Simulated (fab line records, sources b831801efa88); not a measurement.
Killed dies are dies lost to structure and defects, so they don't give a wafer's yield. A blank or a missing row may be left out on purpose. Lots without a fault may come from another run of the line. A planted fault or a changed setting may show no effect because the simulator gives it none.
A struck lot beside a sound one | flow gf180mcu | 20 steps out of a route of 602
Sound: wafers L429.3, L429.5, L429.6. Struck: wafers L436.2, L436.4, L436.5. The cause comes at the end.
At each step with rows: each side's tool, then ch and its chambers, then its first start. Under that, the readings that differ: sound wafers | struck wafers | difference of the means | sigmas: that difference in standard deviations of wafers without a fault.
alike: readings whose means differ by less than 2 such deviations, and words and numbers that are the same on both sides. not compared: withheld readings, readings that some wafer has no value for, bounds like >300 that may hide the same value, and numbers for which the record gives no deviation and whose values overlap.
The two part at a step that has a row with sigmas, a row that says differs or no value, or rows on one side only. Numbers that don't overlap but have no deviation are shown without sigmas and don't part them. A reading that every wafer of one side lacks parts them only if that side has two wafers or more.

first, 4 steps without rows for these wafers: GF_VT_IMPLANT_SOFTBAKE_03 (time 60 s); GF_VT_IMPLANT_EXPOSE_04 (exposes mask LVPWELL LV AREA, target cd 600 nm); GF_VT_IMPLANT_PEB_05; GF_VT_IMPLANT_DEVELOP_06 (develop time 60 s).
GF_VT_IMPLANT_OVL_MEAS_07:
  sound on overlay-01, day 5 21:41; struck on overlay-01, day 7 19:40
  alike: VT_IMPLANT_OVL
then, 1 step without rows for these wafers: GF_VT_IMPLANT_IMPLANT_08.
GF_VT_IMPLANT_STRIP_09: strips in O2/N2.
  sound on plasma_asher-03 ch 0,1, day 5 21:53; struck on plasma_asher-01 ch 0,1, day 7 19:51
  alike: drypump_motor_current_A, heater_power_w, oes_product_au, strip_time_to_endpoint_s
  not compared: rf_hours_counter_h
GF_VT_IMPLANT_TW_MEAS_10:
  sound on film_metro-02, day 5 21:58; struck on film_metro-03, day 7 19:58
  alike: VT_IMPLANT_TW
then, 4 steps without rows for these wafers: GF_VT_IMPLANT_DEHYDRATE_11 (time 60 s); GF_VT_IMPLANT_HMDS_12 (prime time 60 s); GF_VT_IMPLANT_COAT_13 (resist thk 1000 nm); GF_VT_IMPLANT_SOFTBAKE_14 (time 60 s).
GF_VT_IMPLANT_EXPOSE_15: exposes mask Nwell LV AREA, target cd 860 nm.
  sound on iline_stepper-01 ch 0, day 6 05:02; struck on iline_stepper-01 ch 0, day 8 04:15
  reading | sound                                           | struck                  | difference | sigmas
  mask    | Nwell_LV_AREA#0 Nwell_LV_AREA#0 Nwell_LV_AREA#0 | MVPSD#0 MVPSD#0 MVPSD#0 | differs    |
  alike: exposure_dose_mJ_cm2, stage_vel_mm_s
then, 2 steps without rows for these wafers: GF_VT_IMPLANT_PEB_16; GF_VT_IMPLANT_DEVELOP_17 (develop time 60 s).
GF_VT_IMPLANT_OVL_MEAS_18:
  sound on overlay-01, day 6 12:08; struck on overlay-02, day 8 12:22
  reading                | sound          | struck | difference                    | sigmas
  VT_IMPLANT_01_OVL (nm) | -1.0 -2.6 -0.6 | - - -  | no value on the struck wafers |
then, 1 step without rows for these wafers: GF_VT_IMPLANT_IMPLANT_19.
GF_VT_IMPLANT_STRIP_20: strips in O2/N2.
  sound on plasma_asher-02 ch 0,1, day 6 12:20; struck on plasma_asher-02 ch 0,1, day 8 12:33
  alike: drypump_motor_current_A, heater_power_w, oes_product_au, strip_time_to_endpoint_s
  not compared: rf_hours_counter_h
GF_VT_IMPLANT_TW_MEAS_21:
  sound on film_metro-03, day 6 12:25; struck on film_metro-02, day 8 12:53
  reading         | sound          | struck   | difference | sigmas
  VT_IMPLANT_2_TW | 1215 1209 1217 | 30 30 30 | -1184      | -99 or more
  not compared: hold
then, 1 step without rows for these wafers: GF_PASSIVATION_PROBE_99.

WHERE THEY PART
First at GF_VT_IMPLANT_EXPOSE_15; last, within this record, at GF_VT_IMPLANT_TW_MEAS_21.

WHY: what the simulator had put in
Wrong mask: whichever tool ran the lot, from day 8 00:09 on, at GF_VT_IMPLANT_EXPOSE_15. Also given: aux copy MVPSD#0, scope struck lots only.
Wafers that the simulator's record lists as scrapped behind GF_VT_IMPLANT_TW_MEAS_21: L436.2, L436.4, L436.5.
